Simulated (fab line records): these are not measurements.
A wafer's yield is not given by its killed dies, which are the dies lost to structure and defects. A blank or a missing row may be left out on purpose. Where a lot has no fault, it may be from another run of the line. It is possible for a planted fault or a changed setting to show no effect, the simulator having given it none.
Check for tools in common || flow gf180mcu || Lots sampled 11, wafers sampled 45

## WHAT PROMPTED THE OPENING
Of 11 lots, 4 have the reading HV_LDD_3_TW flagged at GF_HV_LDD_TW_MEAS_38. No-fault wafers: 1453, standard deviation 25.
Rule: a lot is flagged in two cases, either no wafer of it has a number, or all its wafers with numbers fall more than 4 standard deviations from that mean. The other lots count as sound.

{"lot": "L410", "measured": "day 11 16:10", "on": "film-metro-01", "HV_LDD_3_TW, wafer by wafer": "1466 1463 1460", "flag": ""}
{"lot": "L411", "measured": "day 12 02:56", "on": "film-metro-01", "HV_LDD_3_TW, wafer by wafer": "1466 1457 1461", "flag": ""}
{"lot": "L412", "measured": "day 12 06:09", "on": "film-metro-03", "HV_LDD_3_TW, wafer by wafer": "1476 1473 1479", "flag": ""}
{"lot": "L413", "measured": "day 12 15:07", "on": "film-metro-03", "HV_LDD_3_TW, wafer by wafer": "1486 1474 1474", "flag": ""}
{"lot": "L414", "measured": "day 13 05:05", "on": "film-metro-04", "HV_LDD_3_TW, wafer by wafer": "1435 1436 1437", "flag": ""}
{"lot": "L415", "measured": "day 13 06:07", "on": "film-metro-01", "HV_LDD_3_TW, wafer by wafer": "1475 1469 1469", "flag": ""}
{"lot": "L416", "measured": "day 13 20:47", "on": "film-metro-03", "HV_LDD_3_TW, wafer by wafer": "1467 1466 1471", "flag": ""}
{"lot": "L417", "measured": "day 14 05:49", "on": "film-metro-01", "HV_LDD_3_TW, wafer by wafer": "1617 1611 1608 1609 1616 1615", "flag": "FLAGGED"}
{"lot": "L418", "measured": "day 14 05:56", "on": "film-metro-04", "HV_LDD_3_TW, wafer by wafer": "1573 1579 1579 1586 1584 1583", "flag": "FLAGGED"}
{"lot": "L420", "measured": "day 14 19:55", "on": "film-metro-03", "HV_LDD_3_TW, wafer by wafer": "1624 1630 1632 1627 1623 1624", "flag": "FLAGGED"}
{"lot": "L419", "measured": "day 14 20:18", "on": "film-metro-04", "HV_LDD_3_TW, wafer by wafer": "1581 1575 1576 1576 1569 1578", "flag": "FLAGGED"}
The numbers of the flagged lots are 1599 on average: +146 against the usual, or +6 standard deviations.

## WHICH TOOL RAN EACH LOT
The record holds 1 process step before the reading, out of a route of 602 steps. Every cell lists first the tool, next ch and the chambers used by the sampled wafers, and last the start.
{"lot": "L410", "flag": "", "GF_HV_LDD_IMPLANT_33": "implanter-02 ch 0, day 11 15:29"}
{"lot": "L411", "flag": "", "GF_HV_LDD_IMPLANT_33": "implanter-02 ch 0, day 12 02:14"}
{"lot": "L412", "flag": "", "GF_HV_LDD_IMPLANT_33": "implanter-03 ch 0, day 12 05:28"}
{"lot": "L413", "flag": "", "GF_HV_LDD_IMPLANT_33": "implanter-02 ch 0, day 12 14:26"}
{"lot": "L414", "flag": "", "GF_HV_LDD_IMPLANT_33": "implanter-03 ch 0, day 13 04:24"}
{"lot": "L415", "flag": "", "GF_HV_LDD_IMPLANT_33": "implanter-02 ch 0, day 13 05:25"}
{"lot": "L416", "flag": "", "GF_HV_LDD_IMPLANT_33": "implanter-03 ch 0, day 13 20:05"}
{"lot": "L417", "flag": "FLAGGED", "GF_HV_LDD_IMPLANT_33": "implanter-04 ch 0, day 14 05:07"}
{"lot": "L418", "flag": "FLAGGED", "GF_HV_LDD_IMPLANT_33": "implanter-02 ch 0, day 14 05:14"}
{"lot": "L420", "flag": "FLAGGED", "GF_HV_LDD_IMPLANT_33": "implanter-04 ch 0, day 14 19:13"}
{"lot": "L419", "flag": "FLAGGED", "GF_HV_LDD_IMPLANT_33": "implanter-03 ch 0, day 14 19:36"}
What these steps do:
- GF_HV_LDD_IMPLANT_33
- GF_HV_LDD_TW_MEAS_38

## FLAGGED OVER TOTAL, TOOL BY TOOL (the gauges that took the reading come last)
{"step": "GF_HV_LDD_IMPLANT_33", "tool": "implanter-02", "lots run": 5, "flagged": 1, "share of the flagged lots": "some", "sound lots run after its first flagged lot": 0}
{"step": "GF_HV_LDD_IMPLANT_33", "tool": "implanter-03", "lots run": 4, "flagged": 1, "share of the flagged lots": "some", "sound lots run after its first flagged lot": 0}
{"step": "GF_HV_LDD_IMPLANT_33", "tool": "implanter-04", "lots run": 2, "flagged": 2, "share of the flagged lots": "some", "sound lots run after its first flagged lot": 0}
{"step": "GF_HV_LDD_TW_MEAS_38", "tool": "film-metro-01", "lots run": 4, "flagged": 1, "share of the flagged lots": "some", "sound lots run after its first flagged lot": 0}
{"step": "GF_HV_LDD_TW_MEAS_38", "tool": "film-metro-03", "lots run": 4, "flagged": 1, "share of the flagged lots": "some", "sound lots run after its first flagged lot": 0}
{"step": "GF_HV_LDD_TW_MEAS_38", "tool": "film-metro-04", "lots run": 3, "flagged": 2, "share of the flagged lots": "some", "sound lots run after its first flagged lot": 0}

## THE TABLE: WHAT IT ALLOWS
No row of the table ran every flagged lot.

## WHAT THE SIMULATOR PUT IN
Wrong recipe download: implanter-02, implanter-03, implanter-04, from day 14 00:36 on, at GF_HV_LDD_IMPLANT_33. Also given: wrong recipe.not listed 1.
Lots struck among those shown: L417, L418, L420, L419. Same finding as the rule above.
